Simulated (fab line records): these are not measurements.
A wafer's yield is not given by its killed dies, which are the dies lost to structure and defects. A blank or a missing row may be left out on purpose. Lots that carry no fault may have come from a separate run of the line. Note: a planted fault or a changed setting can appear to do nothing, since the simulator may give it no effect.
Which of the tools did it?	flow sky130	Sampling: 8 lots, 24 wafers, 5 of 708 route steps

== WHAT THE GAUGES READ, wafer by wafer ==
SKY_VIA2_OVL_MEAS_13.
lot	measured	on	VIA2_OVL (nm)
L559	day 41 12:04	overlay-01	-4 3 3
L561	day 41 21:16	overlay-01	-17 -3 -4
L562	day 42 01:59	overlay-01	4 -7 -6
L563	day 42 06:41	overlay-02	4 7 0
L565	day 42 18:45	overlay-02	2 6 3

== TOOL THAT RAN EACH LOT (tool first, then ch and the chambers of the sampled wafers, then the start) ==
lot	SKY_METAL1_STRIP_20	SKY_METAL2_ETCH_18	SKY_METAL2_METAL_ETCH_19	SKY_METAL2_STRIP_20
L552	plasmaAsher-02 ch 0,1, day 35 18:05	rieMetal-02 ch 0,1, day 38 01:10	rieMetal-02 ch 0,1, day 38 01:13	plasmaAsher-02 ch 0,1, day 38 01:19
L553	plasmaAsher-01 ch 0,1, day 36 12:11	rieMetal-04 ch 0,1, day 38 18:21	rieMetal-04 ch 0,1, day 38 18:25	plasmaAsher-03 ch 0,1, day 38 18:31
L554	plasmaAsher-02 ch 0,1, day 36 14:14	rieMetal-03 ch 0,1, day 38 19:49	rieMetal-03 ch 0,1, day 38 19:52	plasmaAsher-04 ch 0,1, day 38 19:58
L559	plasmaAsher-03 ch 0,1, day 38 06:32	rieMetal-02 ch 0, day 40 10:41	rieMetal-02 ch 0, day 40 10:49	plasmaAsher-02 ch 1, day 40 11:00
L561	plasmaAsher-02 ch 0,1, day 38 16:49	rieMetal-03 ch 0,1, day 40 20:11	rieMetal-03 ch 0,1, day 40 20:15	plasmaAsher-02 ch 0,1, day 40 20:21
L562	plasmaAsher-03 ch 0,1, day 38 20:47	rieMetal-02 ch 0,1, day 41 00:19	rieMetal-02 ch 0,1, day 41 00:22	plasmaAsher-02 ch 0,1, day 41 00:28
L563	plasmaAsher-02 ch 0,1, day 39 01:23	rieMetal-03 ch 0,1, day 41 05:19	rieMetal-03 ch 0,1, day 41 05:22	plasmaAsher-04 ch 0,1, day 41 05:28
L565	plasmaAsher-02 ch 1, day 39 15:05	rieMetal-04 ch 0,1, day 41 17:55	rieMetal-04 ch 0,1, day 41 17:58	plasmaAsher-04 ch 0, day 41 18:04
- SKY_METAL1_STRIP_20: strips in O2/N2.
- SKY_METAL2_ETCH_18: etches BARC in N2/H2, stops on SiO2, time 45.9 s, target depth 60 nm.
- SKY_METAL2_METAL_ETCH_19: etches the open film in Cl2/BCl3, stops on SiO2, target depth 360 nm, time 78 s.
- SKY_METAL2_STRIP_20: strips in O2/N2.

== THE ANSWER, worked out from the rows above alone ==
Rule: what is usual is taken from the lots themselves. The widest of any qualifying gaps counts: lots, ordered by their means at a reading, are off when they make up no more than a third of the lots, leave a main group of 4 or more, and stand apart from it by 3 or more times the standard deviation of that group's means. If all means in a main group match to the digits the tables above print for the reading, that group is not used. Also off: a lot with no number at a reading for which 4 or more lots have one. Any other lot the step has rows for is counted as sound.
Across all readings shown, no lot is off: no conclusion can be drawn from this.

== WHAT THE SIMULATOR PUT IN ==
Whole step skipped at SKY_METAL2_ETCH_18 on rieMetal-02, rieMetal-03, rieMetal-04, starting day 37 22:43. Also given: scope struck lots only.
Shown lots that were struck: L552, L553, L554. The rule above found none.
